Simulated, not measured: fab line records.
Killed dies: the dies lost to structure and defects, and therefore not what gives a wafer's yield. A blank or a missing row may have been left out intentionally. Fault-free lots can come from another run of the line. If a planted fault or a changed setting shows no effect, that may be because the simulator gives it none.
One fault seen from 2 desks ; flow sky130 ; what lay behind the numbers comes last; until then each desk has only its own

AT THE TOOL OWNER'S DESK: cvdW-01
The tool's own readings at SKY_VIA3_CVD_21 (deposits W, target thk 390 nm, time 117.31 s): means of the sampled wafers that have a number, for each lot that ran on this tool. Marked OUT: a lot whose mean sits more than 4 standard deviations from the usual mean, which makes it out of limits; the brackets give that distance.
Columns: A = heaterPowerW at SKY_VIA3_CVD_21, usual 758 W
lot;first seen here;A
L685;day 39 11:29;689
L686;day 39 21:36;802
L690;day 41 12:33;748
L693;day 42 07:11;799
L698;day 43 17:42;798
L699;day 43 21:07;741
L701;day 44 04:35;780
L707;day 45 17:33;800
Result from this desk: across the 8 lots, nothing is out of limits.

AT THE METROLOGY DESK
What the gauges read, lot by lot, whatever tool the lot ran on: means of the sampled wafers that have a number. Marked OUT: a lot whose mean sits more than 4 standard deviations from the usual mean, which makes it out of limits; the brackets give that distance.
Columns: A = VIA3_W_RS at SKY_VIA3_RS_MEAS_22, usual 0.296 ohm/sq; B = VIA3_W_THK at SKY_VIA3_THK_MEAS_23, usual 386 nm; C = CAP2M_TIN_RS at SKY_CAP2M_RS_MEAS_03, usual 6.92 ohm/sq
lot;first seen here;A;B;C
L685;day 39 11:43;0.302;375;7.07
L686;day 39 21:43;0.295;384;6.91
L687;day 40 09:08;0.293;392;6.87
L690;day 41 12:41;0.294;394;6.91
L693;day 42 07:19;0.297;388;6.94
L697;day 43 08:36;0.294;391;7.00
L698;day 43 17:50;0.293;389;7.00
L699;day 43 21:15;0.293;392;6.99
L701;day 44 04:43;0.285;394;7.03
L702;day 44 15:08;0.292;394;6.66
L707;day 45 17:40;0.292;385;6.90
Result from this desk: across the 11 lots, nothing is out of limits.

BROUGHT TOGETHER
The tool owner's desk saw nothing out of limits.
Nothing out of limits was seen by the metrology desk.

WHAT THE SIMULATOR HAD INSERTED
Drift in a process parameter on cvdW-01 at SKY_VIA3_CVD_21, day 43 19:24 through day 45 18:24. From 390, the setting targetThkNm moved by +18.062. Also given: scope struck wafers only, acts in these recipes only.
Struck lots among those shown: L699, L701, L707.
